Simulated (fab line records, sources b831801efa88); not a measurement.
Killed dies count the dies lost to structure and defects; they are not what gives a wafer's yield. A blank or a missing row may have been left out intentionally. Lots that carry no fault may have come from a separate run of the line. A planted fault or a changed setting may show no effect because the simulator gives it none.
fab line records | flow gf180mcu
[record] lots = 5 wafers = 15 lastDay = 34
route steps=602 shown LVPWELL@58 MVSD@66
lots with no fault: from the same line, run without faults
startH: the number of hours between the record's first day and the start of the first shown wafer of the lot | waitH: how many hours have passed since the lot's step before this one | " as in the row above | L1.1+2: several wafers, shown together as one row | - no value, or no start given | * or withheld: withheld | < > ~ a bound
route shown NAME@n: NAME is a module with steps in the file, n the number in the route of the first one | usual: mean/standard deviation of fault-free wafers | same: alike in all rows | chamber/n: place in a boat | sites: per-site readings | _std_site: the standard deviation of these | _edge_site: outer sites' mean less inner sites' | radiusMm: for every site, how far away it sits from the centre of the wafer | mask NAME#n: copy n | behind: tool/chamber where the wafer was last shaped | hold: why the lot was held/for how many hours/how that ended | device: names the non-switching transistor (n, p or np) | end of line: the tests these same wafers got at the end of their route | for a step that has no rows: nothing shown but its recipe | killed: the dies lost at the first sort to structure and to defects; this is not the yield of the wafer | map: a wafer's dies, marking killed ones x, the rest . and places with no die _
set.NAME: setting as actually run; set.NAME@STEP: the setting as run at that earlier step | model.NAME: the simulator's own value behind a step, which no gauge read
lots seen at some steps along the route; tables by step, rows by wafer
services: from which hour (startH, from the record's first day; less than 0 if before it) a tool's chamber was out of use, for how many hours, and why
[[steps]]
[step GF_LVPWELL_EXPOSE_04]
[recipe] maskId = LVPWELL targetCdNm = 600 na = 0.6 sourceShape = conventional sigmaOuter = 0.6 doseMj = 260
[step GF_LVPWELL_PEB_05]
[recipe] tempC = 115 timeS = withheld
[step GF_LVPWELL_DEVELOP_06]
[recipe] wallAngleDeg = 90 developTimeS = 60 devTempC = 23
[step GF_LVPWELL_OVL_MEAS_07]
[usual] LVPWELL_OVL = -0.8/1.4
// columns lot.wafer tool chamber startH waitH LVPWELL_OVL[nm]
L518.1 overlay-02 - 83.29 - -0.8
L518.2 " - " " -1.7
L518.4 " - " " -2.6
L526.1 overlay-02 - 126.61 - -1.3
L526.2 " - " " -3.0
L526.4 " - " " -1.3
L535.1 overlay-02 - 184.71 - 0.6
L535.4 " - " " -1.4
L535.5 " - " " -3.9
L539.1 overlay-02 - 197.77 - 0.1
L539.3 " - " " -1.5
L539.5 " - " " -0.9
L538.1 overlay-01 - 201.66 - -0.7
L538.3 " - " " -2.1
L538.6 " - " " 0.7
[step GF_LVPWELL_IMPLANT_08]
[recipe] species = B energyKev = 170 doseCm2 = 1.5e+13 tiltDeg = 0
[step GF_LVPWELL_IMPLANT_09]
[recipe] species = B energyKev = 60 doseCm2 = 5e+12 tiltDeg = 0
[step GF_LVPWELL_STRIP_10]
[recipe] chemistry = O2/N2 powerW = 1400 pressureMtorr = 1500 platenTempC = 250 o2FlowSccm = 3000 n2FlowSccm = 300 overashFraction = 0.5
[usual] drypumpMotorCurrentA = 5.9/0.41 heaterPowerW = 352/61 oesProductAu = 0.723/0.0048 stripTimeToEndpointS = 36.97/0.1
// columns lot.wafer tool chamber startH waitH drypumpMotorCurrentA heaterPowerW oesProductAu rfHoursCounterH stripTimeToEndpointS
L518.1 plasmaAsher-03 0 83.63 0.1 5.9 321 0.725 45 36.89
L518.2 " 1 " " 5.8 382 0.723 45 37.07
L518.4 " 0 " " 5.9 317 0.726 - 36.97
L526.1 plasmaAsher-01 1 126.95 0.1 5.4 448 0.717 44 36.93
L526.2 " 0 " " 5.7 315 0.720 44 36.92
L526.4 " 0 " " 5.7 306 0.732 - 36.99
L535.1 plasmaAsher-01 0 185.04 0.1 5.7 308 0.728 51 37.00
L535.4 " 0 " " 5.7 307 0.726 - 37.02
L535.5 " 0 " " 5.7 303 0.723 - 36.96
L539.1 plasmaAsher-04 1 198.11 0.1 6.2 281 0.721 39 36.93
L539.3 " 1 " " 6.2 291 0.722 - 37.09
L539.5 " 1 " " 6.2 288 0.728 - 37.07
L538.1 plasmaAsher-01 0 201.99 0.1 5.7 313 0.724 52 37.03
L538.3 " 0 " " 5.7 297 0.718 - 37.02
L538.6 " 0 " " 5.7 309 0.723 - 37.17
[step GF_LVPWELL_TW_MEAS_11]
[usual] LVPWELL_TW = 558.4/2.6
// columns lot.wafer tool chamber startH waitH LVPWELL_TW
L518.1 filmMetro-02 - 83.73 0.1 556.5
L518.2 " - " " 558.8
L518.4 " - " " 556.7
L526.1 filmMetro-01 - 127.05 0.1 561.7
L526.2 " - " " 564.2
L526.4 " - " " 560.4
L535.1 filmMetro-02 - 185.14 0.1 556.8
L535.4 " - " " 557.1
L535.5 " - " " 557.6
L539.1 filmMetro-01 - 198.21 0.1 563.4
L539.3 " - " " 559.5
L539.5 " - " " 563.4
L538.1 filmMetro-03 - 202.09 0.1 559.1
L538.3 " - " " 555.7
L538.6 " - " " 558.8
[step GF_MVSD_DEHYDRATE_00]
[recipe] tempC = 200 timeS = 60
[step GF_MVSD_HMDS_01]
[recipe] primeTimeS = 60 primeTempC = 120
[step GF_MVSD_COAT_02]
[recipe] spinRpm = 2000 resistThkNm = 3000
[step GF_MVSD_SOFTBAKE_03]
[recipe] tempC = 110 timeS = withheld
[step GF_MVSD_EXPOSE_04]
[recipe] maskId = MVSD targetCdNm = 1000 na = 0.6 sourceShape = conventional sigmaOuter = 0.6 doseMj = 260
// columns lot.wafer tool chamber startH waitH mask
L518.1+2+4 ilineStepper-02 0 90.19 - MVSD#0
L526.1+2+4 ilineStepper-01 0 133.61 - MVSD#0
L535.1+4+5 ilineStepper-01 0 194.26 - Nwell#0
L539.1+3+5 ilineStepper-02 0 207.14 - MVSD#0
L538.1+3+6 ilineStepper-02 0 211.16 - MVSD#0
[step GF_MVSD_PEB_05]
[recipe] tempC = 115 timeS = withheld
[step GF_MVSD_DEVELOP_06]
[recipe] wallAngleDeg = 90 developTimeS = 60 devTempC = 23
[step GF_MVSD_OVL_MEAS_07]
[usual] MVSD_OVL = -1.4/1.5
// columns lot.wafer tool chamber startH waitH MVSD_OVL[nm]
L518.1 overlay-02 - 96.79 - -2.1
L518.2 " - " " 0.6
L518.4 " - " " 0.1
L526.1 overlay-01 - 141.06 - -3.9
L526.2 " - " " -1.8
L526.4 " - " " -2.7
L535.1 overlay-02 - 202.49 - -
L535.4 " - " " -
L535.5 " - " " -
L539.1 overlay-01 - 215.46 - -0.7
L539.3 " - " " 0.0
L539.5 " - " " -0.8
L538.1 overlay-01 - 220.28 - -0.8
L538.3 " - " " -1.6
L538.6 " - " " -3.8
[step GF_MVSD_IMPLANT_08]
[recipe] species = P energyKev = 400 doseCm2 = 1.6e+13 tiltDeg = 0
[step GF_MVSD_IMPLANT_09]
[recipe] species = P energyKev = 100 doseCm2 = 5e+12 tiltDeg = 0
[step GF_MVSD_STRIP_10]
[recipe] chemistry = O2/N2 powerW = 1400 pressureMtorr = 1500 platenTempC = 250 o2FlowSccm = 3000 n2FlowSccm = 300 overashFraction = 0.5
[usual] drypumpMotorCurrentA = 6.1/0.45 heaterPowerW = 341/56 oesProductAu = 0.723/0.0043 stripTimeToEndpointS = 36.95/0.12
// columns lot.wafer tool chamber startH waitH drypumpMotorCurrentA heaterPowerW oesProductAu rfHoursCounterH stripTimeToEndpointS
L518.1 plasmaAsher-02 0 97.12 0.1 6.4 311 0.729 47 36.95
L518.2 " 1 " " 6.3 374 0.724 47 36.92
L518.4 " 1 " " 6.4 369 0.728 - 37.03
L526.1 plasmaAsher-02 1 141.39 0.1 6.4 365 0.727 51 37.03
L526.2 " 0 " " 6.5 303 0.725 51 36.93
L526.4 " 1 " " 6.3 368 0.729 - 37.07
L535.1 plasmaAsher-01 0 202.82 0.1 5.7 305 0.720 52 36.84
L535.4 " 0 " " 5.7 310 0.719 - 36.89
L535.5 " 1 " " 5.4 448 0.716 - 36.86
L539.1 plasmaAsher-04 0 215.79 0.1 6.7 339 0.715 41 36.79
L539.3 " 1 " " 6.2 287 0.722 - 36.84
L539.5 " 0 " " 6.7 341 0.724 - 36.74
L538.1 plasmaAsher-02 1 220.62 0.1 6.4 374 0.721 60 36.92
L538.3 " 0 " " 6.4 311 0.723 - 36.94
L538.6 " 0 " " 6.4 306 0.730 - 36.88
[step GF_MVSD_TW_MEAS_11]
[usual] MVSD_TW = 1574/8.3
// columns lot.wafer tool chamber startH waitH hold MVSD_TW
L518.1 filmMetro-01 - 97.22 0.1 - 1571
L518.2 " - " " - 1576
L518.4 " - " " - 1573
L526.1 filmMetro-03 - 141.49 0.1 - 1567
L526.2 " - " " - 1570
L526.4 " - " " - 1564
L535.1 filmMetro-03 - 202.92 0.1 awaitDispo/0.2h/release 30
L535.4 " - " " awaitDispo/0.2h/release 30
L535.5 " - " " awaitDispo/0.2h/release 30
L535.1 filmMetro-03 - 203.15 0.2 - 30
L535.4 " - " " - 30
L535.5 " - " " - 30
L539.1 filmMetro-01 - 215.91 0.1 - 1589
L539.3 " - " " - 1586
L539.5 " - " " - 1586
L538.1 filmMetro-02 - 220.72 0.1 - 1565
L538.3 " - " " - 1563
L538.6 " - " " - 1563
[[services]]
// columns tool chamber startH hours kind
ilineStepper-01 0 66.92 - calibration
ilineStepper-01 - 74.97 14.7 repair
plasmaAsher-02 - 87.79 2.8 pm
ilineStepper-01 - 89.62 1.7 pm
plasmaAsher-01 - 94.71 2.8 pm
plasmaAsher-03 - 108.75 9.0 pm
plasmaAsher-03 0 108.75 9.0 ventCycle
plasmaAsher-03 1 108.75 9.0 ventCycle
plasmaAsher-03 0 117.75 - clean
plasmaAsher-03 1 117.75 - clean
plasmaAsher-04 - 151.48 2.8 pm
ilineStepper-02 - 158.88 1.7 pm
plasmaAsher-02 - 173.48 3.6 repair
ilineStepper-01 - 191.74 2.1 pm
ilineStepper-01 - 193.83 - consumableReplace:lamp
plasmaAsher-03 - 216.63 1.0 repair
[[key]]
[firstSign] step = GF_MVSD_EXPOSE_04 reading = mask direction = changed
[effect] step = GF_MVSD_OVL_MEAS_07 reading = MVSD_OVL direction = missing
[effect] step = GF_MVSD_TW_MEAS_11 reading = visit direction = added
[effect] step = GF_MVSD_TW_MEAS_11 reading = MVSD_TW direction = down sigmas = 99+ usual = 1574 struck = 30
metAt GF_MVSD_EXPOSE_04
struckWafers L535.1,L535.4,L535.5
scrappedBehind GF_MVSD_TW_MEAS_11 L535.1,L535.4,L535.5
onsetBetween 133.61 194.26
[fault] kind = wrongMask tool = any chamber = - onsetH = 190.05 steps = GF_MVSD_EXPOSE_04 auxCopy = Nwell#0 scope = struckLotsOnly
